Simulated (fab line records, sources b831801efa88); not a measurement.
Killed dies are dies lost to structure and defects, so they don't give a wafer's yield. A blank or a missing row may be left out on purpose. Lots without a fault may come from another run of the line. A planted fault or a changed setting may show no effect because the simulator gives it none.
Chamber matching | flow sky130 | SKY_VIA4_CMP_02 on cmp-02: 4 sister chambers
The step polishes SiO2. 16 wafers are shown with their chamber, then 8 later ones without.

WAFERS WITH THEIR CHAMBER
wafer  | chamber | motor_current_A (A) | edge_zone_pressure_frac
L386.2 | 2       | 10.8                | 1.001
L386.3 | 0       | 11.9                | 0.992
L386.5 | 2       | 10.3                | 1.001
L385.3 | 0       | 11.6                | 0.998
L385.4 | 3       | 11.2                | 0.999
L385.5 | 1       | 11.9                | 1.001
L391.1 | 3       | 11.1                | 0.999
L391.2 | 0       | 12.1                | 1.008
L391.3 | 1       | 11.0                | 0.995
L399.1 | 3       | 10.7                | 0.997
L399.3 | 1       | 11.8                | 1.007
L399.6 | 1       | 11.0                | 1.001
L401.1 | 2       | 10.1                | 1.006
L401.2 | 1       | 11.5                | 1.003
L401.4 | 0       | 11.7                | 0.998
L402.1 | 2       | 9.9                 | 1.003

SIGNATURES (means of the wafers above)
reading                 | chamber 0 | chamber 1 | chamber 2 | chamber 3 | scatter within a chamber
motor_current_A         | 11.825    | 11.440    | 10.275    | 11.000    | 0.35
edge_zone_pressure_frac | 0.99900   | 1.00140   | 1.00275   | 0.99833   | 0.00435
Rule: a wafer's distance from a chamber is the root of the sum, over the readings, of the square of ((its reading less the chamber's mean) divided by the reading's scatter). The wafer belongs to the nearest chamber; if the next one is less than 2 further off, it can't be placed. The scatter: the root of (the sum of the squares of (reading less its chamber's mean) over the shown wafers, divided by (wafers less chambers)).

WAFERS WITHOUT THEIR CHAMBER
wafer  | motor_current_A (A) | edge_zone_pressure_frac
L402.2 | 10.6                | 0.999
L402.3 | 11.4                | 1.006
L404.2 | 11.2                | 1.001
L404.5 | 10.8                | 0.993
L404.6 | 11.5                | 1.001
L406.4 | 11.5                | 0.990
L406.5 | 10.2                | 1.010
L406.6 | 11.3                | 0.993

WHICH CHAMBER EACH WENT THROUGH
wafer  | from the rows above               | in truth
L402.2 | can't be placed: 3 or 2 or 1      | 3
L402.3 | can't be placed: 1 or 0 or 3      | 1
L404.2 | can't be placed: 1 or 3 or 0 or 2 | 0
L404.5 | can't be placed: 3 or 1 or 2 or 0 | 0
L404.6 | can't be placed: 1 or 0 or 3      | 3
L406.4 | can't be placed: 0 or 3 or 1      | 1
L406.5 | can't be placed: 2 or 3           | 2
L406.6 | can't be placed: 3 or 1 or 0      | 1
Placed correctly: 0 of 8. Can't be placed from these rows: 8 (the true chamber is among the candidates in 8). Placed wrongly: 0.
